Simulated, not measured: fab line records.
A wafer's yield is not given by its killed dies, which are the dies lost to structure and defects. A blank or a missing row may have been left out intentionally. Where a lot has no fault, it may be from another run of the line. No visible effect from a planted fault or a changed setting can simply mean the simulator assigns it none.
Shared-tool check | flow gf180mcu | 13 lots and 39 wafers in the sample

== REASON FOR OPENING ==
At GF_HV_LDD_THK_MEAS_55 the reading HV_LDD_CVD_54_THK is flagged on 2 of 13 lots. No-fault wafers: 9.96 nm, standard deviation 0.11.
Rule: a lot is flagged when every wafer of it that has a number lies more than 4 standard deviations from that mean, or none has a number. As for the other lots, they are considered sound.

lot  | measured     | on           | HV_LDD_CVD_54_THK (nm), wafer by wafer | flag
L788 | day 12 09:40 | filmMetro-02 | 10.01 9.96 9.95                        | 
L790 | day 12 23:22 | filmMetro-02 | 9.96 9.89 9.98                         | 
L791 | day 13 09:27 | filmMetro-02 | 9.80 9.89 9.87                         | 
L792 | day 13 21:02 | filmMetro-04 | 9.96 9.94 9.89                         | 
L793 | day 14 01:49 | filmMetro-03 | 9.97 9.95 10.02                        | 
L797 | day 15 08:52 | filmMetro-03 | 20.28 20.42 20.21                      | FLAGGED
L798 | day 15 18:20 | filmMetro-03 | 20.37 20.46 20.37                      | FLAGGED
L804 | day 17 17:54 | filmMetro-02 | 9.98 9.97 10.00                        | 
L806 | day 18 15:07 | filmMetro-03 | 10.01 9.91 10.05                       | 
L808 | day 19 04:44 | filmMetro-02 | 9.97 9.88 9.96                         | 
L809 | day 19 16:23 | filmMetro-03 | 10.01 9.88 9.92                        | 
L810 | day 19 22:13 | filmMetro-02 | 10.05 10.10 10.21                      | 
L811 | day 20 09:13 | filmMetro-04 | 10.02 9.98 9.94                        | 
Average over the flagged lots: 20.35 nm; offset from the usual +10.39 nm, equal to +94 standard deviations.

== WHICH TOOL RAN EACH LOT ==
The record holds 2 process steps before the reading, out of a route of 602 steps. Every cell lists first the tool, next ch and the chambers used by the sampled wafers, and last the start.
lot  | flag    | GF_POLY_GATE_STRIP_14               | GF_HV_LDD_CVD_54
L788 |         | plasmaAsher-03 ch 1, day 9 04:58    | lpcvd-01 ch 1, day 12 08:38
L790 |         | plasmaAsher-04 ch 0,1, day 9 17:16  | lpcvd-02 ch 1, day 12 22:20
L791 |         | plasmaAsher-03 ch 0,1, day 10 01:06 | lpcvd-01 ch 0, day 13 07:53
L792 |         | plasmaAsher-02 ch 0,1, day 10 09:22 | lpcvd-01 ch 0, day 13 19:59
L793 |         | plasmaAsher-04 ch 0,1, day 10 15:22 | lpcvd-02 ch 1, day 14 00:47
L797 | FLAGGED | plasmaAsher-04 ch 0,1, day 11 18:25 | lpcvd-01 ch 1, day 15 07:50
L798 | FLAGGED | plasmaAsher-02 ch 0,1, day 12 03:42 | lpcvd-01 ch 0, day 15 17:17
L804 |         | plasmaAsher-02 ch 0,1, day 13 22:47 | lpcvd-02 ch 0, day 17 16:52
L806 |         | plasmaAsher-04 ch 0,1, day 14 17:37 | lpcvd-02 ch 1, day 18 14:05
L808 |         | plasmaAsher-03 ch 0,1, day 15 05:53 | lpcvd-02 ch 1, day 19 03:42
L809 |         | plasmaAsher-02 ch 0,1, day 15 15:16 | lpcvd-01 ch 0, day 19 14:51
L810 |         | plasmaAsher-02 ch 0,1, day 15 19:34 | lpcvd-02 ch 1, day 19 20:41
L811 |         | plasmaAsher-03 ch 0,1, day 16 06:13 | lpcvd-01 ch 1, day 20 07:41
What the steps here do:
- GF_POLY_GATE_STRIP_14: strips in O2/N2.
- GF_HV_LDD_CVD_54: deposits SiO2 from TEOS, target thk 10 nm, time 75 s.
- GF_HV_LDD_THK_MEAS_55

== FLAGGED OVER TOTAL, TOOL BY TOOL (the gauges that took the reading come last) ==
step                  | tool           | lots run | flagged | share of the flagged lots | sound lots run after its first flagged lot
GF_POLY_GATE_STRIP_14 | plasmaAsher-02 | 5        | 1       | some                      | 3 (L804,L809,L810)
GF_POLY_GATE_STRIP_14 | plasmaAsher-03 | 4        | 0       | none                      | -
GF_POLY_GATE_STRIP_14 | plasmaAsher-04 | 4        | 1       | some                      | 1 (L806)
GF_HV_LDD_CVD_54      | lpcvd-01       | 7        | 2       | all                       | 2 (L809,L811)
GF_HV_LDD_CVD_54      | lpcvd-02       | 6        | 0       | none                      | -
GF_HV_LDD_THK_MEAS_55 | filmMetro-02   | 6        | 0       | none                      | -
GF_HV_LDD_THK_MEAS_55 | filmMetro-03   | 5        | 2       | all                       | 2 (L806,L809)
GF_HV_LDD_THK_MEAS_55 | filmMetro-04   | 2        | 0       | none                      | -

== THE TABLE: WHAT IT ALLOWS ==
In 2 table rows, all flagged lots were run: lpcvd-01 (GF_HV_LDD_CVD_54), filmMetro-03 (GF_HV_LDD_THK_MEAS_55).
- lpcvd-01 at GF_HV_LDD_CVD_54: 2 of its 7 lots flagged. Sound lots ran on it after the first flagged one (L809, L811), which a lasting fault on the whole tool wouldn't allow. Its own readings lie more than 4 standard deviations out on every wafer of the flagged lots: spikeTcBottomC, spikeTcCentreC, spikeTcLowerC, spikeTcTopC, spikeTcUpperC, susceptorTempC.
- filmMetro-03 at GF_HV_LDD_THK_MEAS_55: 2 of its 5 lots flagged. Sound lots ran on it after the first flagged one (L806, L809), which a lasting fault on the whole tool wouldn't allow.
No row of the table ran every flagged lot and no sound lot after the first.

== WHAT WAS PUT IN BY THE SIMULATOR ==
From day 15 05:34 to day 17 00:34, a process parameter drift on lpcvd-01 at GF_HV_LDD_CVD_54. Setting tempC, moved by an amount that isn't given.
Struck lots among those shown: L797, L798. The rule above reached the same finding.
